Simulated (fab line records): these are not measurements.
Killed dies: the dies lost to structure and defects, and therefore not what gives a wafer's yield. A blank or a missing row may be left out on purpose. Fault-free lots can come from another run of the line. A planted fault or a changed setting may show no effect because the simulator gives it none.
Which tool did it?	flow sky130	route of 708 steps, sampled at 1 step: 6 lots, 18 wafers

WHAT THE GAUGES SHOWED, per wafer
SKY_METAL4_CD_MEAS_13 targets a cd of 300 nm.
lot	measured	on	cd_nm (nm)
L236	day 43 10:32	cd_sem-02	302.5 302.6 302.6
L238	day 44 01:17	cd_sem-01	300.4 300.8 300.6
L242	day 45 03:36	cd_sem-02	301.2 299.0 300.5
L247	day 46 08:09	cd_sem-01	300.3 299.6 299.7
L250	day 46 22:15	cd_sem-02	299.8 299.8 299.8
L253	day 47 22:14	cd_sem-01	298.2 299.4 298.1

WHICH TOOL RAN EACH LOT (tool, then ch and the chambers of the sampled wafers, then the start)
The record shows no process step preceding these readings.

THE ANSWER, worked out from the rows above alone
Rule: what is usual is taken from the lots themselves. Put in order of their means at a reading, lots are off if they are a third of the lots or fewer, leave a main group of 4 or more, and stand apart from it by a gap of 3 or more times the standard deviation of the main group's means; of several such gaps the widest counts. The tables above print the reading to a certain number of digits; a main group whose means all agree to those digits is not used. Also off: a lot with no number at a reading for which 4 or more lots have one. Where the step has rows for the other lots, those lots are counted as sound.
Nothing can be told from this: no lot is off at any reading shown.

WHAT HAD BEEN PUT IN BY THE SIMULATOR
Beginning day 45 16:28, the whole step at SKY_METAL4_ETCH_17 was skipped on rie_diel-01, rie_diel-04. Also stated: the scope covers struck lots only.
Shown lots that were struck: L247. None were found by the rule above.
